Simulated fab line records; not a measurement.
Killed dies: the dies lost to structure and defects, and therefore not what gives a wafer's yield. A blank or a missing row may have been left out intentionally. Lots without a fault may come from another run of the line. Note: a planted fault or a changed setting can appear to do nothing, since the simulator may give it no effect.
Chamber matching | flow gf180mcu | GF_HV_LDD_ETCHBACK_58 on rie_diel-03: 4 sister chambers
The step etches Si3N4 in CH3F/O2, stops on SiO2, time 100 s, target depth 90 nm. 14 wafers are shown with their chamber, then 7 later ones without.

== WAFERS PAIRED WITH THEIR CHAMBERS ==
wafer  | chamber | drypump_motor_current_A (A) | throttle_valve_pct (%) | oes_product_au (a.u.)
L490.1 | 2       | 5.0                         | 10.554                 | 0.846
L490.2 | 0       | 6.1                         | 10.561                 | 0.848
L490.4 | 3       | 6.2                         | 10.560                 | 0.840
L491.2 | 3       | 6.1                         | 10.564                 | 0.844
L491.4 | 2       | 5.0                         | 10.548                 | 0.855
L491.6 | 2       | 5.0                         | 10.554                 | 0.857
L493.1 | 1       | 6.5                         | 10.564                 | 0.847
L493.2 | 3       | 6.1                         | 10.551                 | 0.835
L493.5 | 2       | 5.0                         | 10.572                 | 0.837
L494.1 | 3       | 6.2                         | 10.558                 | 0.856
L494.5 | 2       | 5.0                         | 10.564                 | 0.858
L494.6 | 1       | 6.4                         | 10.574                 | 0.856
L497.2 | 3       | 6.2                         | 10.548                 | 0.841
L497.4 | 3       | 6.2                         | 10.560                 | 0.841

SIGNATURES (means of the wafers above)
reading                 | chamber 0 | chamber 1 | chamber 2 | chamber 3 | scatter within a chamber
drypump_motor_current_A | 6.100     | 6.450     | 5.000     | 6.167     | 0.0428
throttle_valve_pct      | 10.56100  | 10.56900  | 10.55840  | 10.55683  | 0.00773
oes_product_au          | 0.84800   | 0.85150   | 0.85060   | 0.84283   | 0.00783
Rule: for a wafer and a chamber, the distance is found by dividing, reading by reading, the gap between the wafer's reading and the chamber's mean by the reading's scatter, squaring, summing and taking the root. If the next closest chamber is less than 2 further off than the closest, the wafer can't be placed; otherwise it belongs to the closest. The scatter: the root of (the sum of the squares of (reading less its chamber's mean) over the shown wafers, divided by (wafers less chambers)).

== WAFERS MISSING THEIR CHAMBER ==
wafer  | drypump_motor_current_A (A) | throttle_valve_pct (%) | oes_product_au (a.u.)
L497.5 | 6.5                         | 10.554                 | 0.848
L499.2 | 5.0                         | 10.564                 | 0.842
L499.4 | 6.2                         | 10.560                 | 0.841
L499.6 | 6.1                         | 10.557                 | 0.841
L503.4 | 6.2                         | 10.566                 | 0.837
L503.5 | 6.2                         | 10.570                 | 0.846
L503.6 | 6.0                         | 10.560                 | 0.837

== THE CHAMBER EACH PASSED THROUGH ==
wafer  | from the rows above     | in truth
L497.5 | 1                       | 1
L499.2 | 2                       | 2
L499.4 | can't be placed: 3 or 0 | 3
L499.6 | can't be placed: 0 or 3 | 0
L503.4 | can't be placed: 3 or 0 | 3
L503.5 | can't be placed: 3 or 0 | 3
L503.6 | can't be placed: 0 or 3 | 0
Correctly placed: 2 of 7. From these rows, 5 cannot be placed; in 5 the true chamber is one of the candidates. 0 placed wrongly.
